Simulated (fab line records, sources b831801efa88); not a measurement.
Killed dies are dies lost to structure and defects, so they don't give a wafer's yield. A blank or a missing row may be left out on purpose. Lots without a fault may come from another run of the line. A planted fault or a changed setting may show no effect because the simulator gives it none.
Which tool did it? | flow sky130 | 9 lots, 27 wafers sampled, at 5 steps of a route of 708

WHAT THE GAUGES READ, wafer by wafer
SKY_CAP2M_THK_MEAS_01.
lot  | measured     | on            | CAP2M_CVD_00_THK (nm)
L710 | day 41 06:53 | film_metro-04 | 14.80 15.32 15.30
L711 | day 41 20:16 | film_metro-02 | 15.43 15.37 15.86
L712 | day 41 22:08 | film_metro-03 | 15.24 15.91 15.73
L713 | day 41 22:47 | film_metro-03 | 15.18 15.44 15.65
L715 | day 42 15:49 | film_metro-04 | 15.08 15.07 15.27
L718 | day 43 12:12 | film_metro-03 | 15.61 15.92 15.63
L728 | day 46 02:21 | film_metro-04 | 15.18 15.77 15.40
L730 | day 46 06:39 | film_metro-04 | 15.88 16.03 15.90
L731 | day 46 14:22 | film_metro-03 | 15.09 15.54 15.74

SKY_VIA4_RS_MEAS_19: measures by four-point-probe.
lot  | measured     | on            | VIA4_W_RS (ohm/sq)
L710 | day 44 10:31 | film_metro-03 | 0.2246 0.2238 0.2226
L711 | day 44 23:09 | film_metro-04 | 0.2250 0.2278 0.2262
L712 | day 45 00:03 | film_metro-01 | 0.2276 0.2244 0.2287
L713 | day 45 00:44 | film_metro-04 | 0.2222 0.2234 0.2216
L715 | day 45 15:28 | film_metro-03 | 0.2278 0.2258 0.2271
L718 | day 46 09:34 | film_metro-03 | 0.3273 0.2305 0.2283 0.3271 0.2304 0.2284
L728 | day 48 19:23 | film_metro-03 | 0.2289 0.2281 0.2290
L730 | day 48 22:38 | film_metro-04 | 0.2295 0.2293 0.2266
L731 | day 49 06:52 | film_metro-03 | 0.2265 0.2270 0.2270

SKY_VIA4_THK_MEAS_20: measures by xrf.
lot  | measured     | on            | VIA4_W_THK (nm)
L710 | day 44 10:38 | film_metro-03 | 510 512 516
L711 | day 44 23:16 | film_metro-04 | 499 491 493
L712 | day 45 00:10 | film_metro-01 | 491 497 491
L713 | day 45 00:51 | film_metro-04 | 505 501 505
L715 | day 45 15:35 | film_metro-03 | 504 512 508
L718 | day 46 13:51 | film_metro-03 | 352 499 507 351 495 504
L728 | day 48 19:28 | film_metro-03 | 503 504 499
L730 | day 48 22:45 | film_metro-04 | 500 497 507
L731 | day 49 06:59 | film_metro-03 | 509 507 506

WHICH TOOL RAN EACH LOT (tool, then ch and the chambers of the sampled wafers, then the start)
lot  | SKY_METAL3_STRIP_19                  | SKY_VIA4_CVD_18
L710 | plasma_asher-02 ch 0,1, day 40 02:40 | cvd_w-02 ch 0,1, day 44 10:22
L711 | plasma_asher-04 ch 1, day 40 16:31   | cvd_w-02 ch 0, day 44 23:00
L712 | plasma_asher-02 ch 0,1, day 40 18:32 | cvd_w-01 ch 0, day 44 23:54
L713 | plasma_asher-04 ch 1, day 40 18:55   | cvd_w-02 ch 0,1, day 45 00:34
L715 | plasma_asher-04 ch 0,1, day 41 12:32 | cvd_w-01 ch 0,1, day 45 15:19
L718 | plasma_asher-02 ch 0, day 42 09:05   | cvd_w-01 ch 0,1, day 46 09:23
L728 | plasma_asher-04 ch 0,1, day 45 01:19 | cvd_w-02 ch 0,1, day 48 19:13
L730 | plasma_asher-04 ch 0,1, day 45 06:37 | cvd_w-02 ch 0,1, day 48 22:28
L731 | plasma_asher-02 ch 0,1, day 45 14:01 | cvd_w-02 ch 0,1, day 49 06:43
- SKY_METAL3_STRIP_19: strips in O2/N2.
- SKY_VIA4_CVD_18: deposits W, target thk 505 nm, time 152.14 s.

WHAT THE TOOLS THEMSELVES READ (means of the sampled wafers that have a number; where no wafer has one, the mark that the record gives instead)
SKY_METAL3_STRIP_19.
lot  | tool            | drypump_motor_current_A (A) | n2_flow_sccm (sccm) | oes_product_au (a.u.) | strip_time_to_endpoint_s (s)
L710 | plasma_asher-02 | 5.4                         | 300.2               | 0.505                 | 6.70
L711 | plasma_asher-04 | 6.1                         | 299.4               | 0.504                 | 6.60
L712 | plasma_asher-02 | 5.4                         | 299.0               | 0.507                 | 6.58
L713 | plasma_asher-04 | 6.1                         | 299.6               | 0.503                 | 6.60
L715 | plasma_asher-04 | 6.3                         | 299.0               | 0.509                 | 6.70
L718 | plasma_asher-02 | 5.5                         | 300.5               | 0.504                 | 6.55
L728 | plasma_asher-04 | 6.3                         | 299.9               | 0.510                 | 6.63
L730 | plasma_asher-04 | 6.2                         | 299.7               | 0.505                 | 6.62
L731 | plasma_asher-02 | 5.4                         | 300.3               | 0.510                 | 6.70

SKY_VIA4_CVD_18.
lot  | tool     | heater_power_w (W)
L710 | cvd_w-02 | 917
L711 | cvd_w-02 | 921
L712 | cvd_w-01 | 788
L713 | cvd_w-02 | 913
L715 | cvd_w-01 | 772
L718 | cvd_w-01 | 758
L728 | cvd_w-02 | 906
L730 | cvd_w-02 | 923
L731 | cvd_w-02 | 916

THE ANSWER, worked out from the rows above alone
Rule: what is usual is taken from the lots themselves. Put in order of their means at a reading, lots are off if they are a third of the lots or fewer, leave a main group of 4 or more, and stand apart from it by a gap of 3 or more times the standard deviation of the main group's means; of several such gaps the widest counts. A main group whose means are all the same, to the digits that the tables above print for the reading, isn't used. A lot without any number at a reading at which 4 lots or more have one is off too. The other lots that the step has rows for count as sound. The gauges are gone through in route order, then the tools' own readings, and for those a lot's mean is taken as printed above. The first step at which some lot is off is used, and at that step the reading that is off furthest; a lot without a number counts as furthest.
Off: L718, at SKY_VIA4_RS_MEAS_19 (VIA4_W_RS). The main group: mean 0.2263 ohm/sq, standard deviation 0.002.
A tool fits if, at a process step before that reading, it ran every lot that is off, and no sound lot after the first of them. The gauges at SKY_VIA4_RS_MEAS_19 aren't tried: what is off there is off at SKY_VIA4_CVD_18 too, on other tools, and a gauge's error can't cause that. One fits: cvd_w-01 at SKY_VIA4_CVD_18. Its last sound lot is L715 (day 45 15:19), its first lot that is off L718 (day 46 09:23): a fault that began between those two fits.

WHAT THE SIMULATOR HAD PUT IN
Process parameter drift: cvd_w-01, from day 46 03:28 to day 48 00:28, at SKY_VIA4_CVD_18. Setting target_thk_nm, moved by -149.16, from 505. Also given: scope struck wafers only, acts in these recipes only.
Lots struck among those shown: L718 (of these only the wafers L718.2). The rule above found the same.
